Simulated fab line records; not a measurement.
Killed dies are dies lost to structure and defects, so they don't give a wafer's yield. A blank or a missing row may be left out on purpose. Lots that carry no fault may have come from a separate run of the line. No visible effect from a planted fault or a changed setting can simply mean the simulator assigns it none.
Which of the tools did it? :: flow gf180mcu :: 14 lots, 42 wafers sampled, at 4 steps of a route of 602

== WHAT EACH GAUGE READ, for each wafer ==
GF_PSD_CD_MEAS_07 targets a cd of 400 nm. Usual: cdNm 400.7 nm, standard deviation 2.1.
lot: L167
measured: day 14 00:16
on: cdSem-02
cdNm (nm): 401.3 401.1 402.2
flag: 

lot: L168
measured: day 14 03:43
on: cdSem-02
cdNm (nm): 396.4 399.3 398.6
flag: 

lot: L169
measured: day 14 15:20
on: cdSem-02
cdNm (nm): 403.9 402.2 401.5
flag: 

lot: L170
measured: day 15 03:44
on: cdSem-01
cdNm (nm): 399.3 398.0 397.4
flag: 

lot: L172
measured: day 15 17:09
on: cdSem-02
cdNm (nm): 398.6 398.9 398.4
flag: 

lot: L173
measured: day 16 05:44
on: cdSem-02
cdNm (nm): 400.5 402.2 401.9
flag: 

lot: L174
measured: day 16 12:41
on: cdSem-01
cdNm (nm): 402.4 402.5 403.4
flag: 

lot: L176
measured: day 17 02:05
on: cdSem-02
cdNm (nm): 402.7 401.2 402.0
flag: 

lot: L177
measured: day 17 12:37
on: cdSem-02
cdNm (nm): 403.8 404.1 405.2
flag: 

lot: L178
measured: day 17 17:36
on: cdSem-01
cdNm (nm): 400.2 399.4 400.0
flag: 

lot: L181
measured: day 18 21:58
on: cdSem-02
cdNm (nm): 397.9 397.1 398.7
flag: 

lot: L187
measured: day 21 13:00
on: cdSem-02
cdNm (nm): 392.2 394.5 393.3
flag: OFF

lot: L188
measured: day 21 19:50
on: cdSem-01
cdNm (nm): 393.9 394.4 393.0
flag: OFF

lot: L189
measured: day 22 00:44
on: cdSem-01
cdNm (nm): 401.7 401.7 404.0
flag: 

GF_PSD_OVL_MEAS_08. Usual: PSD_OVL gives -0.3 nm (standard deviation 1.2).
lot: L167
measured: day 14 00:20
on: overlay-01
PSD_OVL (nm): -0.6 0.8 -0.8
flag: 

lot: L168
measured: day 14 03:49
on: overlay-02
PSD_OVL (nm): -1.3 -1.7 -0.2
flag: 

lot: L169
measured: day 14 15:28
on: overlay-02
PSD_OVL (nm): -3.3 -2.1 -1.9
flag: 

lot: L170
measured: day 15 03:52
on: overlay-01
PSD_OVL (nm): 1.1 0.1 1.0
flag: 

lot: L172
measured: day 15 17:16
on: overlay-01
PSD_OVL (nm): -1.6 0.4 -2.5
flag: 

lot: L173
measured: day 16 05:52
on: overlay-01
PSD_OVL (nm): -1.5 -0.8 -1.3
flag: 

lot: L174
measured: day 16 12:49
on: overlay-02
PSD_OVL (nm): -3.1 -0.1 0.4
flag: 

lot: L176
measured: day 17 02:13
on: overlay-01
PSD_OVL (nm): 0.3 -1.3 -1.0
flag: 

lot: L177
measured: day 17 12:43
on: overlay-02
PSD_OVL (nm): -0.9 0.7 2.4
flag: 

lot: L178
measured: day 17 17:40
on: overlay-02
PSD_OVL (nm): -0.1 -1.8 0.9
flag: 

lot: L181
measured: day 18 22:04
on: overlay-01
PSD_OVL (nm): -1.1 -0.5 2.1
flag: 

lot: L187
measured: day 21 13:05
on: overlay-01
PSD_OVL (nm): 0.5 0.7 -0.4
flag: 

lot: L188
measured: day 21 19:55
on: overlay-02
PSD_OVL (nm): 1.4 -0.4 -0.1
flag: 

lot: L189
measured: day 22 00:52
on: overlay-02
PSD_OVL (nm): -0.6 0.8 0.3
flag: 

GF_PSD_TW_MEAS_11. Usual: PSD_TW gives 3145 (standard deviation 31).
lot: L167
measured: day 14 00:38
on: filmMetro-03
PSD_TW: 3091 3114 3115
flag: 

lot: L168
measured: day 14 04:07
on: filmMetro-02
PSD_TW: 3151 3178 3186
flag: 

lot: L169
measured: day 14 15:45
on: filmMetro-03
PSD_TW: 3100 3089 3102
flag: 

lot: L170
measured: day 15 04:08
on: filmMetro-03
PSD_TW: 3127 3138 3123
flag: 

lot: L172
measured: day 15 17:33
on: filmMetro-02
PSD_TW: 3170 3150 3168
flag: 

lot: L173
measured: day 16 06:09
on: filmMetro-01
PSD_TW: 3160 3159 3162
flag: 

lot: L174
measured: day 16 13:06
on: filmMetro-03
PSD_TW: 3079 3087 3111
flag: 

lot: L176
measured: day 17 02:29
on: filmMetro-03
PSD_TW: 3108 3094 3119
flag: 

lot: L177
measured: day 17 13:01
on: filmMetro-01
PSD_TW: 3191 3187 3202
flag: 

lot: L178
measured: day 17 17:58
on: filmMetro-02
PSD_TW: 3153 3184 3178
flag: 

lot: L181
measured: day 18 22:22
on: filmMetro-02
PSD_TW: 3161 3186 3158
flag: 

lot: L187
measured: day 21 13:23
on: filmMetro-01
PSD_TW: 3172 3152 3169
flag: 

lot: L188
measured: day 21 20:13
on: filmMetro-03
PSD_TW: 3116 3115 3112
flag: 

lot: L189
measured: day 22 01:08
on: filmMetro-02
PSD_TW: 3167 3174 3184
flag: 

== WHICH TOOL RAN EACH LOT (tool, then ch and the chambers of the sampled wafers, then the start) ==
lot: L167
GF_PSD_DEVELOP_06: lithoTrack-03 ch 0, day 14 00:07

lot: L168
GF_PSD_DEVELOP_06: lithoTrack-03 ch 0, day 14 03:34

lot: L169
GF_PSD_DEVELOP_06: lithoTrack-04 ch 0, day 14 15:11

lot: L170
GF_PSD_DEVELOP_06: lithoTrack-02 ch 0, day 15 03:35

lot: L172
GF_PSD_DEVELOP_06: lithoTrack-03 ch 0, day 15 17:00

lot: L173
GF_PSD_DEVELOP_06: lithoTrack-04 ch 0, day 16 05:35

lot: L174
GF_PSD_DEVELOP_06: lithoTrack-04 ch 0, day 16 12:32

lot: L176
GF_PSD_DEVELOP_06: lithoTrack-02 ch 0, day 17 01:56

lot: L177
GF_PSD_DEVELOP_06: lithoTrack-03 ch 0, day 17 12:28

lot: L178
GF_PSD_DEVELOP_06: lithoTrack-02 ch 0, day 17 17:28

lot: L181
GF_PSD_DEVELOP_06: lithoTrack-03 ch 0, day 18 21:49

lot: L187
GF_PSD_DEVELOP_06: lithoTrack-04 ch 0, day 21 12:52

lot: L188
GF_PSD_DEVELOP_06: lithoTrack-04 ch 0, day 21 19:41

lot: L189
GF_PSD_DEVELOP_06: lithoTrack-02 ch 0, day 22 00:35
- GF_PSD_DEVELOP_06: develop time 60 s.

== WHAT THE TOOLS THEMSELVES READ (means of the sampled wafers that have a number; where no wafer has one, the mark that the record gives instead) ==
GF_PSD_DEVELOP_06. Usual: developerTempC 22.98 C, standard deviation 0.11; resistLineTempC 22.98 C, standard deviation 0.1.
lot: L167
tool: lithoTrack-03
developerTempC (C): 22.97
resistLineTempC (C): 23.11
flag: 

lot: L168
tool: lithoTrack-03
developerTempC (C): 23.03
resistLineTempC (C): 23.05
flag: 

lot: L169
tool: lithoTrack-04
developerTempC (C): 22.98
resistLineTempC (C): 23.11
flag: 

lot: L170
tool: lithoTrack-02
developerTempC (C): 23.03
resistLineTempC (C): 22.98
flag: 

lot: L172
tool: lithoTrack-03
developerTempC (C): 22.92
resistLineTempC (C): 22.96
flag: 

lot: L173
tool: lithoTrack-04
developerTempC (C): 22.96
resistLineTempC (C): 23.03
flag: 

lot: L174
tool: lithoTrack-04
developerTempC (C): 23.03
resistLineTempC (C): 23.01
flag: 

lot: L176
tool: lithoTrack-02
developerTempC (C): 22.96
resistLineTempC (C): 23.10
flag: 

lot: L177
tool: lithoTrack-03
developerTempC (C): 23.06
resistLineTempC (C): 22.98
flag: 

lot: L178
tool: lithoTrack-02
developerTempC (C): 22.89
resistLineTempC (C): 23.00
flag: 

lot: L181
tool: lithoTrack-03
developerTempC (C): 23.15
resistLineTempC (C): 22.96
flag: 

lot: L187
tool: lithoTrack-04
developerTempC (C): 25.17
resistLineTempC (C): 22.85
flag: OFF

lot: L188
tool: lithoTrack-04
developerTempC (C): 25.40
resistLineTempC (C): 22.93
flag: OFF

lot: L189
tool: lithoTrack-02
developerTempC (C): 23.16
resistLineTempC (C): 22.94
flag: 

== THE ANSWER, worked out from the rows above alone ==
Rule: a lot counts as off when the mean over its wafers that have a number is more than 3 standard deviations away from the usual mean. Also off: a lot with no number at a reading for which 4 or more lots have one. The other lots that the step has rows for count as sound. The gauges are gone through in route order, then the tools' own readings, and for those a lot's mean is taken as printed above. The first step at which some lot is off is used, and at that step the reading that is off furthest; a lot without a number counts as furthest.
Off: L187, L188 (GF_PSD_CD_MEAS_07, cdNm).
A tool fits if, at a process step before that reading, it ran every lot that is off, and no sound lot after the first of them. Not tried: the gauges at GF_PSD_CD_MEAS_07; whatever is off there is also off at GF_PSD_DEVELOP_06, on other tools, and gauge error can't account for it. One candidate fits, namely lithoTrack-04 at GF_PSD_DEVELOP_06. A fault onset in the window from L174 (day 16 12:32, its last sound lot) to L187 (day 21 12:52, its first lot off) fits.
On the lots that are off, the tool's own readings at GF_PSD_DEVELOP_06 differ by more than 5 times the standard deviation of the sound lots' means, which bears it out; developerTempC reads 25.29 C there versus 23.01 C on the sound lots.

== WHAT THE SIMULATOR HAD PUT IN ==
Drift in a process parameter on lithoTrack-04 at GF_PSD_DEVELOP_06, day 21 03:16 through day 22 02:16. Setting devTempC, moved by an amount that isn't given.
Lots struck among those shown: L187, L188. The rule above found the same.
